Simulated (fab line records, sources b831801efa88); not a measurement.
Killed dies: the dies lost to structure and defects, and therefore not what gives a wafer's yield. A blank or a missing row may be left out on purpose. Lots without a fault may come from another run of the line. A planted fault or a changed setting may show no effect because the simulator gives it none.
Struck lot and sound lot, side by side ; flow gf180mcu ; 16 out of 602 route steps
Sound: the wafers L901.1, L901.2, L901.3. Struck: wafers L908.1, L908.2, L908.4. The cause comes at the end.
Order at every step that has rows: each side's tool, ch and its chambers, its first start. Under that, the readings that differ: sound wafers ; struck wafers ; difference of the means ; sigmas: that difference in standard deviations of wafers without a fault.
alike: readings with means less than 2 such deviations apart, plus words and numbers identical on both sides. not compared: withheld readings, readings lacking a value on some wafer, bounds such as >300 that could conceal the same value, and numbers that have no deviation in the record and whose values overlap.
The two part at a step that has a row with sigmas, a row that says differs or no value, or rows on one side only. Non-overlapping numbers with no deviation appear without sigmas and do not part them. A reading missing from all wafers of one side parts the sides only when that side holds two or more wafers.

first, 3 steps without rows for these wafers: GF_V3_EXPOSE_11 (exposes mask Via3, target cd 260 nm); GF_V3_PEB_12 (peb time 90 s); GF_V3_DEVELOP_13 (develop time 60 s).
GF_V3_CD_MEAS_14 targets a cd of 260 nm.
  sound: cd_sem-01 at day 23 07:56; struck: cd_sem-02 at day 26 00:20
  alike: cd_nm
GF_V3_OVL_MEAS_15:
  sound: overlay-01 at day 23 08:03; struck: overlay-01 at day 26 00:27
  alike: V3_OVL
GF_V3_ETCH_16: etches BARC in N2/H2.
  sound on rie_diel-02 ch 0,1,2, day 23 08:05; struck on rie_diel-02 ch 0,1,2, day 26 00:29
  alike: chamber_pressure_mTorr, drypump_motor_current_A, h2_flow_sccm, oes_product_au, rf_fwd_power_W, throttle_valve_pct
GF_V3_ETCH_17: etches SiO2 in C4F8/O2/Ar, stops on TiN, target depth 635 nm.
  sound on rie_diel-02 ch 0,1,2; struck on rie_diel-02 ch 0,1,2
  alike: chamber_pressure_mTorr, oes_product_au, rf_fwd_power_W
GF_V3_STRIP_18: strips in O2/N2.
  sound on plasma_asher-03 ch 0,1, day 23 08:13; struck on plasma_asher-02 ch 0,1, day 26 00:37
reading;sound;struck;difference;sigmas
drypump_motor_current_A (A);5.7 5.8 5.7;6.5 6.8 6.8;+1.0;+2
  alike: chamber_pressure_mTorr, heater_power_w, oes_product_au, platen_temp_c
  not compared: rf_hours_counter_h
then, 2 steps without rows for these wafers: GF_V3_STRIP_19 (strips in post etch residue remover, time 1200 s); GF_V3_CLEAN_20 (cleans in DIW).
GF_V3_SPUTTER_21: material Ti, target thk 15 nm, time 80.02 s.
  sound: pvd_sputter-03 at day 23 08:44; struck: pvd_sputter-02 at day 26 01:13
  alike: throttle_valve_pct
GF_V3_SPUTTER_22: material TiN, target thk 10 nm, time 40 s.
  sound: pvd_sputter-03 at day 23 08:49; struck: pvd_sputter-02 at day 26 01:16
  alike: throttle_valve_pct
GF_V3_CVD_23: deposits W, target thk 350 nm, time 104.9 s.
  sound on cvd_w-01 ch 0,1, day 23 08:50; struck on cvd_w-01 ch 0,1, day 26 01:19
  no value came back on the struck wafers for chamber_pressure_Torr (Torr), heater_power_outer_w (W), heater_power_w (W), susceptor_temp_C (C); on the sound wafers chamber_pressure_Torr (Torr) reads 40.04 40.05 40.02
GF_V3_RS_MEAS_24: measurement is done with a four-point probe.
  sound: film_metro-02 at day 23 08:58; struck: film_metro-02 at day 26 01:25
reading;sound;struck;difference;sigmas
V3_W_RS (ohm/sq);0.330 0.327 0.328;45.044 44.847 45.682;+44.863;+99 or more
GF_V3_THK_MEAS_25: measures by xrf.
  sound: film_metro-02 at day 23 09:05; struck: film_metro-02 at day 26 01:32
reading;sound;struck;difference;sigmas
V3_W_THK (nm);371 374 376;<0 <0 <0;differs;
GF_V3_CMP_26: polishes, stops on SiO2, t overpolish 15 s, target thk 0 nm.
  sound on cmp-01 ch 0,2,3, day 23 09:11; struck on cmp-01 ch 0,1,2, day 26 01:36
reading;sound;struck;difference;sigmas
time_to_endpoint_s (s);84 88 90;6 3 4;-83;-22
  alike: motor_current_A

== WHERE THEY PART ==
Last at GF_V3_CMP_26 as far as this record goes, first at GF_V3_STRIP_18.

WHY: whatever the simulator had introduced
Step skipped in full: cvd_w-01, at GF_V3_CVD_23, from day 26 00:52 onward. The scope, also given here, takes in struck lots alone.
